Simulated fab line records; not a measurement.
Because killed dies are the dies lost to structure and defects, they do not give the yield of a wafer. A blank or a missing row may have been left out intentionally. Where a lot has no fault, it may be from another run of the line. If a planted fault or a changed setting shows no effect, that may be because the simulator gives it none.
Which of the tools did it? || flow gf180mcu || Sampling: 7 lots, 21 wafers, 2 of 602 route steps

## WHAT THE GAUGES READ, wafer by wafer
GF_VT_IMPLANT_RS_MEAS_48: uses a four-point probe to measure.
{"lot": "L174", "measured": "day 7 19:53", "on": "film_metro-02", "LVPWELL_RS (ohm/sq)": "1189 1192 1191"}
{"lot": "L176", "measured": "day 8 05:15", "on": "film_metro-03", "LVPWELL_RS (ohm/sq)": "1200 1195 1195"}
{"lot": "L181", "measured": "day 9 14:59", "on": "film_metro-04", "LVPWELL_RS (ohm/sq)": "1110 1111 1110"}
{"lot": "L186", "measured": "day 11 02:15", "on": "film_metro-04", "LVPWELL_RS (ohm/sq)": "1114 1114 1112"}
{"lot": "L190", "measured": "day 12 04:26", "on": "film_metro-04", "LVPWELL_RS (ohm/sq)": "1202 1198 1199"}
{"lot": "L194", "measured": "day 14 01:04", "on": "film_metro-03", "LVPWELL_RS (ohm/sq)": "1199 1198 1197"}
{"lot": "L196", "measured": "day 14 15:29", "on": "film_metro-02", "LVPWELL_RS (ohm/sq)": "1197 1200 1194"}

## WHAT TOOL EACH LOT RAN ON (gives the tool, then ch and the chambers of the sampled wafers, and finally the start)
{"lot": "L174", "GF_LVPWELL_IMPLANT_09": "implanter-02 ch 0, day 4 04:16"}
{"lot": "L176", "GF_LVPWELL_IMPLANT_09": "implanter-04 ch 0, day 4 13:37"}
{"lot": "L181", "GF_LVPWELL_IMPLANT_09": "implanter-04 ch 0, day 5 18:37"}
{"lot": "L186", "GF_LVPWELL_IMPLANT_09": "implanter-04 ch 0, day 6 21:44"}
{"lot": "L190", "GF_LVPWELL_IMPLANT_09": "implanter-02 ch 0, day 7 18:28"}
{"lot": "L194", "GF_LVPWELL_IMPLANT_09": "implanter-01 ch 0, day 9 06:28"}
{"lot": "L196", "GF_LVPWELL_IMPLANT_09": "implanter-02 ch 0, day 9 19:52"}
- GF_LVPWELL_IMPLANT_09

## THE ANSWER, worked out from the rows above alone
Rule: usual is defined by the lots themselves. Put in order of their means at a reading, lots are off if they are a third of the lots or fewer, leave a main group of 4 or more, and stand apart from it by a gap of 3 or more times the standard deviation of the main group's means; of several such gaps the widest counts. A main group whose means are all the same, to the digits that the tables above print for the reading, isn't used. A lot without any number at a reading at which 4 lots or more have one is off too. The other lots that the step has rows for count as sound.
Off: at GF_VT_IMPLANT_RS_MEAS_48 (LVPWELL_RS), L181, L186. For the main group the mean is 1196 ohm/sq and the standard deviation 3.1.
A tool fits if, at a process step before that reading, it ran every lot that is off, and no sound lot after the first of them. The gauges at GF_VT_IMPLANT_RS_MEAS_48 are tried like those tools. One fits: GF_LVPWELL_IMPLANT_09 on implanter-04. A fault onset in the window from L176 (day 4 13:37, its last sound lot) to L181 (day 5 18:37, its first lot off) fits.

## WHAT THE SIMULATOR PUT IN
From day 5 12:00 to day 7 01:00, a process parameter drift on implanter-04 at GF_LVPWELL_IMPLANT_09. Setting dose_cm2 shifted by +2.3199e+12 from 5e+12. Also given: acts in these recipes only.
Struck lots among those shown: L181, L186. The same result came from the rule above.
